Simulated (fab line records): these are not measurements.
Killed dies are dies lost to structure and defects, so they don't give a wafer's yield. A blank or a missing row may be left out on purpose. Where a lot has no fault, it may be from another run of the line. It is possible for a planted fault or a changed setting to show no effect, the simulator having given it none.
2 desks, one fault / flow gf180mcu / only its own numbers are on each desk; what lay behind them is given at the end

== AT THE METROLOGY DESK ==
What the gauges read, lot by lot, whatever tool the lot ran on: means of the sampled wafers that have a number. If a lot's mean is further than 4 standard deviations from the usual mean, the lot is out of limits and carries the mark OUT (the distance appears in the brackets).
Columns: A = POLY_GATE_CVD_00_THK at GF_POLY_GATE_THK_MEAS_01, usual 200.2 nm
lot=L171; first seen here=day 9 02:47; A=200.3
lot=L173; first seen here=day 9 13:06; A=198.8
lot=L174; first seen here=day 10 13:19; A=200.5
lot=L175; first seen here=day 10 13:19; A=199.5
lot=L176; first seen here=day 10 16:07; A=200.2
lot=L178; first seen here=day 11 05:52; A=198.5
lot=L181; first seen here=day 11 20:11; A=209.0 (+5.2) OUT
lot=L187; first seen here=day 13 22:26; A=201.9
lot=L189; first seen here=day 14 18:43; A=198.7
lot=L190; first seen here=day 15 00:31; A=201.6
lot=L191; first seen here=day 15 00:31; A=198.0
lot=L192; first seen here=day 15 11:06; A=200.9
Finding of this desk: L181 out of limits, first seen on L181 at day 11 20:11 (POLY_GATE_CVD_00_THK at GF_POLY_GATE_THK_MEAS_01). L171, L173, L174, L175, L176, L178, L187, L189, L190, L191, L192: within limits.

== FOR THE TOOL OWNER'S DESK: lpcvd-02 ==
The tool's own readings at GF_POLY_GATE_CVD_00 (deposits poly-Si, target thk 200 nm, time 1200 s): means of the sampled wafers that have a number, for each lot that ran on this tool. If a lot's mean is further than 4 standard deviations from the usual mean, the lot is out of limits and carries the mark OUT (the distance appears in the brackets).
Columns: A = pressure-mtorr at GF_POLY_GATE_CVD_00, usual 200.0 mTorr; B = zone-power-bottom-pct at GF_POLY_GATE_CVD_00, usual 13.7 %
lot=L171; first seen here=day 9 01:26; A=200.5; B=12.8
lot=L173; first seen here=day 9 11:46; A=200.4; B=15.0
lot=L174; first seen here=day 10 11:59; A=200.3; B=14.8
lot=L175; first seen here=day 10 11:59; A=199.8; B=12.8
lot=L178; first seen here=day 11 04:31; A=200.0; B=12.8
lot=L181; first seen here=day 11 18:51; A=199.9; B=12.8
lot=L189; first seen here=day 14 17:23; A=199.6; B=12.8
lot=L190; first seen here=day 14 23:11; A=200.0; B=14.8
lot=L191; first seen here=day 14 23:11; A=200.4; B=14.9
This desk found nothing out of limits on any of the 9 lots.

== TAKEN TOGETHER ==
At day 11 20:11 the metrology desk could have sounded an alarm, on L181.
Nothing out of limits was seen by the tool owner's desk.
On record at the tool owner's desk: L181, within its limits.
On lpcvd-02, each named lot ran GF_POLY_GATE_CVD_00.

== WHAT THE SIMULATOR PUT IN ==
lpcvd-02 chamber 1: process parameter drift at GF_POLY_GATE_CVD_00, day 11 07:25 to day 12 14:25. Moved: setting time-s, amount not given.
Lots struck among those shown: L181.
Delay in hours, fault start to first out-of-limits reading, per desk: metrology desk 13.
